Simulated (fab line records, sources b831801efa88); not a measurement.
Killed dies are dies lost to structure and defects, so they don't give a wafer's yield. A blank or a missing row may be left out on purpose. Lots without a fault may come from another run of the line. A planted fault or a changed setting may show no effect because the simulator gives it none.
One fault seen from 2 desks | flow gf180mcu | each desk has only its own numbers; what lay behind them comes last

THE TOOL OWNER'S DESK: implanter-01
The tool's own readings at GF_MVSD_IMPLANT_08: means of the sampled wafers that have a number, for each lot that ran on this tool. A lot is out of limits, marked OUT, if its mean lies more than 4 standard deviations from the usual mean; the brackets give that distance.
Columns: A = beam_energy_keV at GF_MVSD_IMPLANT_08, usual 400.00
lot  | first seen here | A
L181 | day 5 07:19     | 400.05
L183 | day 5 21:13     | 399.88
L185 | day 6 11:55     | 417.24 (+99 or more) OUT
L186 | day 6 15:36     | 417.34 (+99 or more) OUT
L197 | day 9 06:36     | 399.99
This desk's finding: out of limits on L185, L186; first on L185, day 6 11:55 (beam_energy_keV at GF_MVSD_IMPLANT_08). In limits: L181, L183, L197.

THE METROLOGY DESK
What the gauges read, lot by lot, whatever tool the lot ran on: means of the sampled wafers that have a number. A lot is out of limits, marked OUT, if its mean lies more than 4 standard deviations from the usual mean; the brackets give that distance.
Columns: A = MVSD_RS at GF_VT_IMPLANT_RS_MEAS_46, usual 456.6 ohm/sq; B = DUAL_GATE_OVL at GF_DUAL_GATE_OVL_MEAS_11, usual 0.1 nm; C = HV_LDD_CVD_54_THK at GF_HV_LDD_THK_MEAS_55, usual 9.99 nm
lot  | first seen here | A     | B    | C
L177 | day 7 10:20     | 458.5 | 0.2  | 9.88
L180 | day 8 07:05     | 454.9 | 1.2  | 9.91
L181 | day 8 13:58     | 456.0 | -0.8 | 10.15
L183 | day 9 06:40     | 456.5 | 1.6  | 9.91
L185 | day 10 00:07    | 453.4 | 2.7  | 9.83
L186 | day 10 02:01    | 453.9 | 1.3  | 10.27
L192 | day 11 16:42    | 456.2 | -0.6 | 9.89
L193 | day 12 01:37    | 456.5 | 1.6  | 10.15
L194 | day 12 09:31    | 456.5 | 0.3  | 10.09
L195 | day 12 18:21    | 457.5 | -2.5 | 10.08
L196 | day 12 20:58    | 455.4 | -0.6 | 9.84
L197 | day 13 06:04    | 454.5 | -0.2 | 9.96
L199 | day 13 17:20    | 455.8 | -0.1 | 9.93
This desk's finding: nothing out of limits on any of the 13 lots.

PUT TOGETHER
The tool owner's desk could have raised an alarm at day 6 11:55, on L185, L186.
The metrology desk saw nothing out of limits.
The metrology desk has L185, L186 on record, within its limits.
Of the lots named, all ran GF_MVSD_IMPLANT_08 on implanter-01.

WHAT THE SIMULATOR HAD PUT IN
Process parameter drift: implanter-01, from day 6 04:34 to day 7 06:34, at GF_MVSD_IMPLANT_08. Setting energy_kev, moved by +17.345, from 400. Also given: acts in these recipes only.
Lots struck among those shown: L185, L186.
Hours from the fault's start to each desk's first reading out of limits: the tool owner's desk, 7.
